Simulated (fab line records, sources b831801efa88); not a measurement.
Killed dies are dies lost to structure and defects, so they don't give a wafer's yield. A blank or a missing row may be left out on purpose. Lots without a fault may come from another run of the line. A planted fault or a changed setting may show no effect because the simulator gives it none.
Chamber matching | flow sky130 | SKY_VIA3_CMP_24 on cmp-02: 4 sister chambers
The step polishes, stops on SiO2, t overpolish 20 s, target thk 0 nm. 8 wafers are shown with their chamber, then 12 later ones without.

WAFERS WITH THEIR CHAMBER
wafer  | chamber | motor_current_A (A) | time_to_endpoint_s (s)
L089.5 | 0       | 13.0                | 93.1
L090.1 | 0       | 12.4                | 87.4
L090.3 | 3       | 11.9                | 88.9
L092.3 | 1       | 9.6                 | 97.6
L092.5 | 2       | 11.3                | 93.7
L091.4 | 3       | 12.0                | 87.7
L091.5 | 2       | 11.3                | 88.6
L091.6 | 1       | 10.4                | 94.8

WAFERS WITHOUT THEIR CHAMBER
wafer  | motor_current_A (A) | time_to_endpoint_s (s)
L093.2 | 11.8                | 94.3
L093.3 | 10.7                | 98.4
L093.4 | 10.6                | 94.0
L094.1 | 10.3                | 97.0
L094.4 | 13.1                | 91.4
L094.6 | 13.4                | 91.6
L095.1 | 10.6                | 95.0
L095.4 | 12.0                | 93.9
L095.6 | 10.9                | 98.0
L096.3 | 11.5                | 93.3
L096.4 | 10.6                | 101.1
L096.5 | 11.4                | 94.5

WHICH CHAMBER EACH WENT THROUGH
wafer  | from the rows above          | in truth
L093.2 | can't be placed: 2 or 3 or 0 | 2
L093.3 | can't be placed: 1 or 2      | 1
L093.4 | can't be placed: 1 or 2      | 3
L094.1 | 1                            | 1
L094.4 | 0                            | 0
L094.6 | 0                            | 0
L095.1 | can't be placed: 1 or 2      | 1
L095.4 | can't be placed: 3 or 2 or 0 | 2
L095.6 | can't be placed: 1 or 2 or 3 | 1
L096.3 | can't be placed: 2 or 3      | 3
L096.4 | can't be placed: 1 or 2      | 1
L096.5 | can't be placed: 2 or 3      | 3
Placed correctly: 3 of 12. Can't be placed from these rows: 9 (the true chamber is among the candidates in 8). Placed wrongly: 0.
How it was worked out, from the rows above alone: a wafer's distance from a chamber is the root of the sum, over the readings, of the square of ((its reading less the chamber's mean) divided by the reading's scatter). The wafer belongs to the nearest chamber; if the next one is less than 2 further off, it can't be placed. A chamber's mean is the mean of its shown wafers. The scatter: the root of (the sum of the squares of (reading less its chamber's mean) over the shown wafers, divided by (wafers less chambers)).
